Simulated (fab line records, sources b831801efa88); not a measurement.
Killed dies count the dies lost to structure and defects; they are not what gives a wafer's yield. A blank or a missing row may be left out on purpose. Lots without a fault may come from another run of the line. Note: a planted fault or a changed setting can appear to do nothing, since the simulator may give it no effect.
Chamber matching | flow gf180mcu | GF_V2_CMP_26 on cmp-01: 4 sister chambers
The step polishes, stops on SiO2, t overpolish 15 s, target thk 0 nm. 8 wafers are shown with their chamber, then 10 later ones without.

## EACH WAFER AND ITS CHAMBER
wafer  | chamber | motorCurrentA (A) | timeToEndpointS (s)
L080.1 | 0       | 11.0              | 91
L085.4 | 3       | 12.3              | 90
L085.6 | 1       | 10.9              | 85
L086.2 | 0       | 11.2              | 93
L086.4 | 1       | 10.6              | 85
L086.6 | 2       | 9.7               | 84
L087.1 | 3       | 12.6              | 83
L087.4 | 2       | 9.6               | 77

## WAFERS WHOSE CHAMBER IS MISSING
wafer  | motorCurrentA (A) | timeToEndpointS (s)
L087.6 | 9.6               | 76
L089.1 | 10.9              | 87
L089.4 | 11.1              | 87
L089.6 | 11.7              | 82
L092.1 | 10.4              | 85
L092.2 | 11.9              | 91
L092.6 | 11.4              | 85
L094.1 | 12.1              | 83
L094.3 | 9.4               | 78
L094.6 | 10.7              | 88

## THE CHAMBER EACH PASSED THROUGH
wafer  | from the rows above          | in truth
L087.6 | 2                            | 2
L089.1 | can't be placed: 1 or 0      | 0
L089.4 | can't be placed: 0 or 1      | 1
L089.6 | can't be placed: 0 or 3 or 1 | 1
L092.1 | 1                            | 1
L092.2 | can't be placed: 3 or 0      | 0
L092.6 | can't be placed: 0 or 1      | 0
L094.1 | 3                            | 3
L094.3 | 2                            | 2
L094.6 | can't be placed: 1 or 0      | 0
4 of 10 placed correctly. These rows do not allow placing 6 (true chamber among the candidates in 6). Wrongly placed: 0.
How it was worked out, from the rows above alone: a wafer's distance from a chamber is the root of the sum, over the readings, of the square of ((its reading less the chamber's mean) divided by the reading's scatter). The wafer belongs to the nearest chamber; if the next one is less than 2 further off, it can't be placed. Each chamber's mean is taken over the wafers shown for it. The scatter is the square root of a quotient: the sum, over the shown wafers, of each reading's squared deviation from its chamber's mean, divided by wafers minus chambers.
